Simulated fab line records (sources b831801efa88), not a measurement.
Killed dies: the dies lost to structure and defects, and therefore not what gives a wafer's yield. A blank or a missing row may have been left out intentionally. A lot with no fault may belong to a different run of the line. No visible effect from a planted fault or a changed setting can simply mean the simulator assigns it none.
2 desks, one fault -- flow gf180mcu -- numbers are kept per desk, each desk with only its own; the story behind them comes last

## THE TOOL OWNER'S DESK: pecvd-01
The tool's own readings at GF_V1_CVD_02 (deposits SiO2 from TEOS, target thk 850 nm, time 94.851 s): means of the sampled wafers that have a number, for each lot that ran on this tool. Any lot whose mean is over 4 standard deviations away from the usual mean is out of limits and marked OUT; that distance is given in the brackets.
Columns: A = heater power w at GF_V1_CVD_02, usual 694 W
lot,first seen here,A
L579,day 22 08:50,635
L588,day 25 04:02,760
This desk's verdict: no lot among the 2 shows anything out of limits.

## METROLOGY DESK
What the gauges read, lot by lot, whatever tool the lot ran on: means of the sampled wafers that have a number. Any lot whose mean is over 4 standard deviations away from the usual mean is out of limits and marked OUT; that distance is given in the brackets.
Columns: A = CONTACT_OVL at GF_CONTACT_OVL_MEAS_15, usual -2 nm; B = M1_ALCU_THK at GF_M1_THK_MEAS_06, usual 448 nm; C = V1_CVD_02_THK at GF_V1_THK_MEAS_03, usual 853 nm
lot,first seen here,A,B,C
L567,day 16 19:58,9,444,838
L569,day 17 15:08,2,449,846
L570,day 18 01:09,-1,441,867
L572,day 18 15:53,-7,454,858
L573,day 19 04:13,-11,447,854
L576,day 20 01:57,-0,445,840
L579,day 21 07:29,-2,449,816
L580,day 21 23:41,-4,445,859
L582,day 22 09:22,0,440,857
L583,day 22 20:31,1,446,863
L585,day 23 10:22,-8,442,858
L586,day 23 18:10,-5,449,863
L588,day 24 03:35,2,453,840
This desk's verdict: no lot among the 13 shows anything out of limits.

## ALL TOGETHER
The tool owner's desk saw nothing out of limits.
From the metrology desk's view, nothing was out of limits.

## WHAT THE SIMULATOR HAD PUT IN
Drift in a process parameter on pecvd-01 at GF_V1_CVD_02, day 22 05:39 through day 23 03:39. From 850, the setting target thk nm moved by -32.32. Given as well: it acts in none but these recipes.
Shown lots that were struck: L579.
